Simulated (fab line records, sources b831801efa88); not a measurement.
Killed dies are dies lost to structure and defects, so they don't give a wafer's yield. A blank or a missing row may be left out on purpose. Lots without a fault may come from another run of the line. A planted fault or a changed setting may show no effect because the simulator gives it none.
Chamber matching | flow gf180mcu | GF_STI_CMP_25 on cmp-01: 4 sister chambers
The step polishes, stops on Si3N4, t overpolish 33 s, target thk 524.6 nm. 4 wafers are shown with their chamber, then 7 later ones without.

WAFERS WITH THEIR CHAMBER
wafer  | chamber | time_to_endpoint_s (s)
L400.1 | 0       | 125
L401.1 | 3       | 131
L403.1 | 2       | 121
L403.2 | 1       | 115

WAFERS WITHOUT THEIR CHAMBER
wafer  | time_to_endpoint_s (s)
L403.5 | 124
L406.1 | 113
L406.4 | 120
L406.5 | 110
L419.2 | 115
L419.3 | 116
L419.6 | 115

WHICH CHAMBER EACH WENT THROUGH
wafer  | from the rows above          | in truth
L403.5 | can't be placed: 0 or 2      | 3
L406.1 | 1                            | 1
L406.4 | can't be placed: 2 or 0 or 1 | 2
L406.5 | 1                            | 1
L419.2 | 1                            | 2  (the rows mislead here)
L419.3 | can't be placed: 1 or 2      | 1
L419.6 | 1                            | 1
Placed correctly: 3 of 7. Can't be placed from these rows: 3 (the true chamber is among the candidates in 2). Placed wrongly: 1.
How it was worked out, from the rows above alone: a wafer's distance from a chamber is the root of the sum, over the readings, of the square of ((its reading less the chamber's mean) divided by the reading's scatter). The wafer belongs to the nearest chamber; if the next one is less than 2 further off, it can't be placed. A chamber's mean is the mean of its shown wafers. The scatter: with one shown wafer a chamber, the root of the mean of the squares of how far each hidden wafer lies from its nearest shown one.
